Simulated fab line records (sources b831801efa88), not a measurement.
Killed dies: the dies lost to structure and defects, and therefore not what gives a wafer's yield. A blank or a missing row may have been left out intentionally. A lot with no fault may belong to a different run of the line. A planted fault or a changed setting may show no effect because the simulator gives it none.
fab line records	flow gf180mcu
record lots=14	wafers=42	last-day=34
route steps=602 shown HV_LDD@212 PSD@256 SAB@265
lots untouched by any fault: they come from a run of this same line in which no faults occurred
start-h: hours from the record's opening day to when the first of the lot's shown wafers began	wait-h: hours elapsed since this lot's preceding step	" unchanged from the row above	L1.1+2: a single row standing in for several wafers	- no value present, or no start provided	* or withheld: withheld	< > ~ a bound
route shown NAME@n: names a module that has steps shown in the file, with the first one's number in the route	usual: the fault-free wafers' mean and standard deviation	same: alike in all rows	chamber/n: place in a boat	sites: the reading at each site	_std_site: how widely they spread, as a standard deviation	_edge_site: the outer-site mean with the inner-site mean subtracted	radius-mm: for every site, how far away it sits from the centre of the wafer	mask NAME#n: copy n	behind: the last tool/chamber to shape the wafer	hold: why the lot went on hold/how many hours it stayed there/how the hold came to an end	device: the transistor (n, p or np) that didn't switch	end of line: tests run on the same wafers once the route is complete	a step with no rows: only its recipe	killed: the dies lost at the first sort to structure and to defects; this is not the yield of the wafer	map: dies across one wafer; x = killed, . = not, _ = none there
set.NAME: the setting the step ran with; set.NAME@STEP: the setting that earlier step ran with	model.NAME: the simulator's own value behind a step, which no gauge read
one table for each step of the route and one row for each wafer, over a sample of lots
services: from which hour (start-h, from the record's first day; less than 0 if before it) a tool's chamber was out of use, for how many hours, and why
## steps
# step GF_HV_LDD_IMPLANT_36
# recipe species=P	energy-kev=60	dose-cm2=7.5e+12	tilt-deg=30	rotation-deg=270
# usual beam-energy-keV=59.998/0.02	beam-on-s=10.03/0.18
lot.wafer	tool	chamber	start-h	wait-h	beam-energy-keV	beam-on-s
L916.1	implanter-03	0	253.83	0.1	59.987	10.26
L916.5	"	0	"	"	59.960	10.02
L916.6	"	0	"	"	59.978	10.05
L917.1	implanter-03	0	259.63	0.1	60.007	9.67
L917.3	"	0	"	"	59.985	10.17
L917.4	"	0	"	"	59.973	10.20
L918.1	implanter-03	0	265.91	0.1	59.994	9.75
L918.4	"	0	"	"	60.003	10.24
L918.6	"	0	"	"	60.016	9.99
L919.2	implanter-03	0	278.03	0.1	59.972	9.95
L919.4	"	0	"	"	59.973	10.16
L919.6	"	0	"	"	60.013	10.04
L922.1	implanter-04	0	297.08	0.1	59.978	9.98
L922.2	"	0	"	"	59.997	10.09
L922.6	"	0	"	"	59.994	10.08
L924.3	implanter-02	-	323.66	0.1	-	-
L924.5	"	-	"	"	-	-
L924.6	"	-	"	"	-	-
L925.2	implanter-04	-	323.90	0.1	-	-
L925.4	"	-	"	"	-	-
L925.6	"	-	"	"	-	-
L926.1	implanter-02	0	334.97	0.1	60.004	9.85
L926.3	"	0	"	"	60.024	10.10
L926.4	"	0	"	"	60.021	9.92
L928.1	implanter-04	0	348.70	0.1	60.012	10.04
L928.5	"	0	"	"	60.046	10.30
L928.6	"	0	"	"	60.045	10.33
L933.2	implanter-02	0	386.18	0.1	59.995	10.31
L933.3	"	0	"	"	59.979	10.06
L933.5	"	0	"	"	60.008	10.04
L935.1	implanter-02	0	402.17	0.1	60.001	10.02
L935.4	"	0	"	"	60.008	9.98
L935.6	"	0	"	"	59.995	9.78
L936.1	implanter-02	0	409.37	0.1	59.981	10.21
L936.2	"	0	"	"	59.995	10.01
L936.3	"	0	"	"	59.975	10.05
L937.1	implanter-02	0	413.37	0.1	59.958	9.63
L937.3	"	0	"	"	59.982	10.15
L937.5	"	0	"	"	59.991	9.80
L938.4	implanter-04	0	424.78	0.1	59.985	10.35
L938.5	"	0	"	"	59.995	10.02
L938.6	"	0	"	"	60.006	10.07
# step GF_HV_LDD_TW_MEAS_38
# usual HV_LDD_3_TW=1427/5.6
lot.wafer	tool	chamber	start-h	wait-h	HV_LDD_3_TW
L916.1	film-metro-03	-	254.08	0.1	1431
L916.5	"	-	"	"	1422
L916.6	"	-	"	"	1427
L917.1	film-metro-01	-	259.88	0.1	1416
L917.3	"	-	"	"	1420
L917.4	"	-	"	"	1418
L918.1	film-metro-03	-	266.16	0.1	1426
L918.4	"	-	"	"	1421
L918.6	"	-	"	"	1428
L919.2	film-metro-03	-	278.27	0.1	1425
L919.4	"	-	"	"	1419
L919.6	"	-	"	"	1425
L922.1	film-metro-04	-	297.33	0.1	1428
L922.2	"	-	"	"	1430
L922.6	"	-	"	"	1432
L924.3	film-metro-04	-	323.88	0.1	1298
L924.5	"	-	"	"	1304
L924.6	"	-	"	"	1295
L925.2	film-metro-04	-	324.13	0.1	1300
L925.4	"	-	"	"	1302
L925.6	"	-	"	"	1300
L926.1	film-metro-03	-	335.22	0.1	1416
L926.3	"	-	"	"	1428
L926.4	"	-	"	"	1425
L928.1	film-metro-01	-	348.95	0.1	1431
L928.5	"	-	"	"	1437
L928.6	"	-	"	"	1436
L933.2	film-metro-01	-	386.41	0.1	1427
L933.3	"	-	"	"	1436
L933.5	"	-	"	"	1437
L935.1	film-metro-01	-	402.42	0.1	1431
L935.4	"	-	"	"	1429
L935.6	"	-	"	"	1433
L936.1	film-metro-03	-	409.62	0.1	1433
L936.2	"	-	"	"	1430
L936.3	"	-	"	"	1430
L937.1	film-metro-04	-	413.62	0.1	1427
L937.3	"	-	"	"	1429
L937.5	"	-	"	"	1427
L938.4	film-metro-01	-	424.98	0.1	1430
L938.5	"	-	"	"	1422
L938.6	"	-	"	"	1420
# step GF_HV_LDD_RS_MEAS_53
# recipe thk-meas-gauge=four-point-probe
# usual HV_LDD_RS=418.4/1.1
lot.wafer	tool	chamber	start-h	wait-h	HV_LDD_RS[ohm/sq]
L916.1	film-metro-01	-	272.30	0.1	417.0
L916.5	"	-	"	"	416.6
L916.6	"	-	"	"	415.7
L917.1	film-metro-01	-	279.64	0.1	420.9
L917.3	"	-	"	"	421.4
L917.4	"	-	"	"	420.5
L918.1	film-metro-01	-	286.43	0.1	419.6
L918.4	"	-	"	"	419.8
L918.6	"	-	"	"	417.4
L919.2	film-metro-04	-	298.32	0.1	418.2
L919.4	"	-	"	"	417.8
L919.6	"	-	"	"	417.6
L922.1	film-metro-04	-	317.83	0.1	418.9
L922.2	"	-	"	"	419.0
L922.6	"	-	"	"	417.2
L924.3	film-metro-04	-	345.29	0.1	440.0
L924.5	"	-	"	"	438.4
L924.6	"	-	"	"	438.7
L925.2	film-metro-04	-	346.24	0.1	439.3
L925.4	"	-	"	"	438.8
L925.6	"	-	"	"	439.4
L926.1	film-metro-01	-	357.14	0.1	417.0
L926.3	"	-	"	"	419.6
L926.4	"	-	"	"	417.7
L928.1	film-metro-03	-	371.68	0.1	418.3
L928.5	"	-	"	"	419.5
L928.6	"	-	"	"	420.0
L933.2	film-metro-03	-	410.00	0.1	417.0
L933.3	"	-	"	"	418.2
L933.5	"	-	"	"	418.4
L935.1	film-metro-04	-	425.28	0.1	418.3
L935.4	"	-	"	"	418.0
L935.6	"	-	"	"	417.7
L936.1	film-metro-01	-	431.70	0.1	417.9
L936.2	"	-	"	"	418.8
L936.3	"	-	"	"	418.1
L937.1	film-metro-01	-	437.05	0.1	420.6
L937.3	"	-	"	"	420.3
L937.5	"	-	"	"	418.6
L938.4	film-metro-04	-	449.76	0.1	418.6
L938.5	"	-	"	"	419.4
L938.6	"	-	"	"	418.9
# step GF_PSD_OVL_MEAS_08
# usual PSD_OVL=0.4/1.8
lot.wafer	tool	chamber	start-h	wait-h	PSD_OVL[nm]
L916.1	overlay-01	-	314.71	0.1	-1.2
L916.5	"	-	"	"	-0.3
L916.6	"	-	"	"	0.7
L917.1	overlay-01	-	323.26	0.1	2.7
L917.3	"	-	"	"	4.1
L917.4	"	-	"	"	3.7
L918.1	overlay-02	-	334.07	0.1	-1.9
L918.4	"	-	"	"	-1.0
L918.6	"	-	"	"	1.2
L919.2	overlay-01	-	344.62	0.1	2.1
L919.4	"	-	"	"	1.2
L919.6	"	-	"	"	0.8
L922.1	overlay-02	-	363.92	0.1	0.5
L922.2	"	-	"	"	0.2
L922.6	"	-	"	"	0.1
L926.1	overlay-02	-	405.14	0.1	-0.5
L926.3	"	-	"	"	-1.3
L926.4	"	-	"	"	-1.1
L928.1	overlay-01	-	420.41	0.1	-0.7
L928.5	"	-	"	"	-0.7
L928.6	"	-	"	"	0.9
L933.2	overlay-01	-	461.27	0.1	-3.7
L933.3	"	-	"	"	-2.9
L933.5	"	-	"	"	-2.8
L935.1	overlay-02	-	476.76	0.1	1.9
L935.4	"	-	"	"	0.2
L935.6	"	-	"	"	2.5
L936.1	overlay-01	-	485.94	0.1	0.6
L936.2	"	-	"	"	1.2
L936.3	"	-	"	"	1.5
L937.1	overlay-01	-	488.69	0.1	-1.1
L937.3	"	-	"	"	-0.3
L937.5	"	-	"	"	1.2
L938.4	overlay-02	-	500.38	0.1	-0.1
L938.5	"	-	"	"	-0.3
L938.6	"	-	"	"	-2.5
# step GF_SAB_THK_MEAS_01
# recipe reads=SiO2_of_SAB_CVD_00
# usual SAB_CVD_00_THK=49.9/0.67
lot.wafer	tool	chamber	start-h	wait-h	SAB_CVD_00_THK[nm]
L916.1	film-metro-01	-	315.45	0.0	50.1
L916.5	"	-	"	"	50.5
L916.6	"	-	"	"	50.7
L917.1	film-metro-02	-	324.00	0.0	50.1
L917.3	"	-	"	"	49.5
L917.4	"	-	"	"	51.1
L918.1	film-metro-02	-	334.82	0.0	49.5
L918.4	"	-	"	"	49.9
L918.6	"	-	"	"	50.5
L919.2	film-metro-02	-	345.37	0.0	48.9
L919.4	"	-	"	"	50.0
L919.6	"	-	"	"	49.7
L922.1	film-metro-01	-	364.66	0.0	49.9
L922.2	"	-	"	"	49.0
L922.6	"	-	"	"	50.9
L926.1	film-metro-02	-	405.88	0.0	49.6
L926.3	"	-	"	"	49.9
L926.4	"	-	"	"	50.7
L928.1	film-metro-01	-	421.17	0.0	49.7
L928.5	"	-	"	"	49.5
L928.6	"	-	"	"	49.7
L933.2	film-metro-02	-	462.02	0.0	48.6
L933.3	"	-	"	"	49.5
L933.5	"	-	"	"	50.5
L935.1	film-metro-01	-	477.50	0.0	50.7
L935.4	"	-	"	"	50.3
L935.6	"	-	"	"	50.8
L936.1	film-metro-04	-	486.67	0.0	49.5
L936.2	"	-	"	"	48.6
L936.3	"	-	"	"	49.0
L937.1	film-metro-01	-	489.42	0.0	48.9
L937.3	"	-	"	"	49.6
L937.5	"	-	"	"	50.4
L938.4	film-metro-01	-	501.13	0.0	50.7
L938.5	"	-	"	"	50.1
L938.6	"	-	"	"	49.5
# step GF_SAB_CD_MEAS_09
# recipe target-cd-nm=420
# usual cd-nm=419.8/2.1
lot.wafer	tool	chamber	start-h	wait-h	cd-nm
L916.1	cd-sem-02	-	336.42	0.1	415.9
L916.5	"	-	"	"	416.6
L916.6	"	-	"	"	419.1
L917.1	cd-sem-02	-	345.05	0.1	421.1
L917.3	"	-	"	"	418.8
L917.4	"	-	"	"	421.1
L918.1	cd-sem-02	-	355.90	0.1	423.0
L918.4	"	-	"	"	423.1
L918.6	"	-	"	"	422.4
L919.2	cd-sem-02	-	367.44	0.1	417.3
L919.4	"	-	"	"	416.2
L919.6	"	-	"	"	417.3
L922.1	cd-sem-01	-	387.20	0.1	419.0
L922.2	"	-	"	"	417.4
L922.6	"	-	"	"	418.9
L926.1	cd-sem-02	-	427.80	0.1	416.9
L926.3	"	-	"	"	418.3
L926.4	"	-	"	"	417.7
L928.1	cd-sem-01	-	444.40	0.1	419.6
L928.5	"	-	"	"	422.2
L928.6	"	-	"	"	420.9
L933.2	cd-sem-02	-	485.46	0.1	419.4
L933.3	"	-	"	"	421.9
L933.5	"	-	"	"	420.1
L935.1	cd-sem-01	-	500.75	0.1	419.0
L935.4	"	-	"	"	417.5
L935.6	"	-	"	"	417.7
L936.1	cd-sem-01	-	510.60	0.1	419.3
L936.2	"	-	"	"	421.6
L936.3	"	-	"	"	419.7
L937.1	cd-sem-01	-	512.67	0.1	418.2
L937.3	"	-	"	"	419.2
L937.5	"	-	"	"	418.6
L938.4	cd-sem-02	-	524.11	0.1	423.5
L938.5	"	-	"	"	423.0
L938.6	"	-	"	"	422.6
## services
tool	chamber	start-h	hours	kind
implanter-04	-	244.51	1.8	repair
implanter-04	-	252.95	2.3	repair
implanter-02	-	258.35	17.6	pm
implanter-03	-	321.21	6.6	pm
implanter-04	-	374.27	4.6	repair
implanter-03	-	381.25	41.9	pm
implanter-04	-	405.70	6.3	pm
## key
first-sign step=GF_HV_LDD_IMPLANT_36	reading=tool-record	direction=missing
effect step=GF_HV_LDD_TW_MEAS_38	reading=HV_LDD_3_TW	direction=down	sigmas=23	usual=1427	struck=1300
effect step=GF_HV_LDD_RS_MEAS_53	reading=HV_LDD_RS	direction=up	sigmas=19	usual=418.4	struck=439.1
met-at GF_HV_LDD_IMPLANT_36
struck-lots L924,L925
later-rows-left-out L924.3,L924.5,L924.6,L925.2,L925.4,L925.6
sort-left-out L924.3,L924.5,L924.6,L925.2,L925.4,L925.6
tester-left-out L924,L925
not-acting-at GF_PSD_OVL_MEAS_08,GF_SAB_THK_MEAS_01,GF_SAB_CD_MEAS_09
onset-between 297.08 323.66
fault kind=skipped-step-whole	tool=implanter-02,implanter-04	chamber=-	onset-h=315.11	steps=GF_HV_LDD_IMPLANT_36	scope=struck-lots-only
# tester-left-out: of these lots the tester's yield and bins aren't shown, on N5 and GAA mostly nor the transistor test; their killed dies are dies lost to structure and defects alone, not to doping, threshold or leakage, so they don't give the yield
# sort-left-out: the simulated sort isn't trusted on such a fault, so these wafers' sort isn't shown, and their yield isn't known
# later-rows-left-out: the simulator's readings of these wafers behind a module that went badly wrong aren't trusted and aren't shown, but for the sort
